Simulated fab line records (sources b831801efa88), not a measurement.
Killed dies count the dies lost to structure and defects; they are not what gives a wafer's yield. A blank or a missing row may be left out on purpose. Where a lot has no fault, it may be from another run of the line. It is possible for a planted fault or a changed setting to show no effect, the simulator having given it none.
A struck lot beside a sound one    flow sky130    23 out of 708 route steps
Sound: these wafers, L702.1, L702.3, L702.6. Struck: wafers L711.1, L711.3, L711.5. Last of all comes the cause.
For every step that has rows: the tool of each side, followed by ch and its chambers, followed by its first start. Under that, the readings that differ: sound wafers    struck wafers    difference of the means    sigmas: that difference in standard deviations of wafers without a fault.
alike: words and numbers the same on both sides, and readings whose means are apart by under 2 such deviations; not compared: readings that were withheld, readings missing a value for some wafer, numbers with overlapping values and no deviation given by the record, and bounds like >300 which may hide the same value.
Wherever a step has rows on one side only, a row that says differs or no value, or a row with sigmas, the two part there. When numbers do not overlap yet have no deviation, they are printed without sigmas and do not part them. A reading missing from all wafers of one side parts the sides only when that side holds two or more wafers.

first, 3 steps without rows for these wafers: SKY_CAPM_EXPOSE_09 (exposes mask CAPM, target cd 1000 nm); SKY_CAPM_PEB_10; SKY_CAPM_DEVELOP_11 (develop time 60 s).
SKY_CAPM_OVL_MEAS_12:
  sound on overlay-02 at day 37 12:43; struck on overlay-02 at day 40 14:56
reading        sound        struck          difference  sigmas
CAPM_OVL (nm)  1.7 0.8 0.7  -1.1 -1.2 -2.6  -2.7        -2
SKY_CAPM_METAL_ETCH_13: etches TiN in Cl2/BCl3, stops on SiO2, target depth 220 nm, time 62.9 s.
  sound on rie_metal-01 ch 0,1, day 37 12:46; struck on rie_metal-04 ch 0,1, day 40 14:59
  alike: drypump_motor_current_A, he_backside_leak_sccm, oes_product_au, throttle_valve_pct
  not compared: rf_hours_counter_h
SKY_CAPM_STRIP_14: strips in O2/N2.
  sound on plasma_asher-02 ch 0,1, day 37 12:50; struck on plasma_asher-04 ch 0,1, day 40 15:03
  alike: drypump_motor_current_A, n2_flow_sccm, oes_product_au, strip_time_to_endpoint_s
  not compared: rf_hours_counter_h
then, 6 steps without rows for these wafers: SKY_CAPM_STRIP_15 (strips in post etch residue remover, time 1200 s); SKY_CAPM_CLEAN_16 (cleans in IPA, time 180 s); SKY_CAPM_CLEAN_17 (cleans in O3/DIW); SKY_METAL3_DEHYDRATE_05 (time 60 s); SKY_METAL3_HMDS_06 (prime time 60 s); SKY_METAL3_COAT_07 (resist thk 60 nm).
SKY_METAL3_COAT_08: resist thk 1140 nm.
  sound on litho_track-02 ch 0, day 38 02:00; struck on litho_track-02 ch 0, day 41 03:00
reading                                        sound           struck          difference  sigmas
model.KrF-thick_of_METAL3_COAT_08.thk_nm (nm)  1137 1135 1135  1155 1156 1156  +20         
then, 4 steps without rows for these wafers: SKY_METAL3_SOFTBAKE_09 (time 90 s); SKY_METAL3_EXPOSE_10 (exposes mask MM3, target cd 300 nm); SKY_METAL3_PEB_11; SKY_METAL3_DEVELOP_12 (develop time 60 s).
SKY_METAL3_CD_MEAS_13: the cd target is 300 nm.
  sound on cd_sem-01 at day 38 14:35; struck on cd_sem-02 at day 41 15:20
  alike: cd_nm
SKY_METAL3_OVL_MEAS_14:
  sound on overlay-01 at day 38 14:43; struck on overlay-01 at day 41 15:28
  alike: METAL3_OVL
SKY_METAL3_DESCUM_15: chemistry O2, time 8 s.
  sound on rie_metal-02 ch 0,1, day 38 14:45; struck on rie_metal-03 ch 1, day 41 15:30
  alike: drypump_motor_current_A, he_backside_leak_sccm, oes_product_au
  not compared: rf_hours_counter_h
SKY_METAL3_ETCH_16: etches BARC in N2/H2, stops on SiO2, time 88.2 s, target depth 60 nm.
  sound on rie_metal-02 ch 0,1, day 38 14:47; struck on rie_metal-03 ch 1, day 41 15:34
reading                                        sound           struck          difference  sigmas
model.KrF-thick_of_METAL3_COAT_08.thk_nm (nm)  1072 1070 1073  1089 1091 1091  +19         
  alike: drypump_motor_current_A, he_backside_leak_sccm, n2_flow_sccm, oes_product_au, throttle_valve_pct
  not compared: rf_hours_counter_h
SKY_METAL3_ETCH_17: etches SiO2 in C4F8/O2/Ar, stops on TiN, time 3.9 s, target depth 15 nm.
  sound on rie_diel-04 ch 1,2, day 38 14:53; struck on rie_diel-04 ch 1,2,3, day 41 15:46
  alike: oes_product_au
-- the record jumps here: 7 days lie between the struck wafers' starts before and after (it left off in module METAL3 and takes up again in module PAD_OPEN, whose first step shown is number 708 of the route) --
SKY_PAD_OPEN_PROBE_99:
  the record has rows for the struck wafers here (prober-01, day 48 07:41) and none for the sound ones

## WHERE THEY PART
At SKY_CAPM_OVL_MEAS_12 first; at SKY_PAD_OPEN_PROBE_99 last (within this record only).

WHY: what had been put in by the simulator
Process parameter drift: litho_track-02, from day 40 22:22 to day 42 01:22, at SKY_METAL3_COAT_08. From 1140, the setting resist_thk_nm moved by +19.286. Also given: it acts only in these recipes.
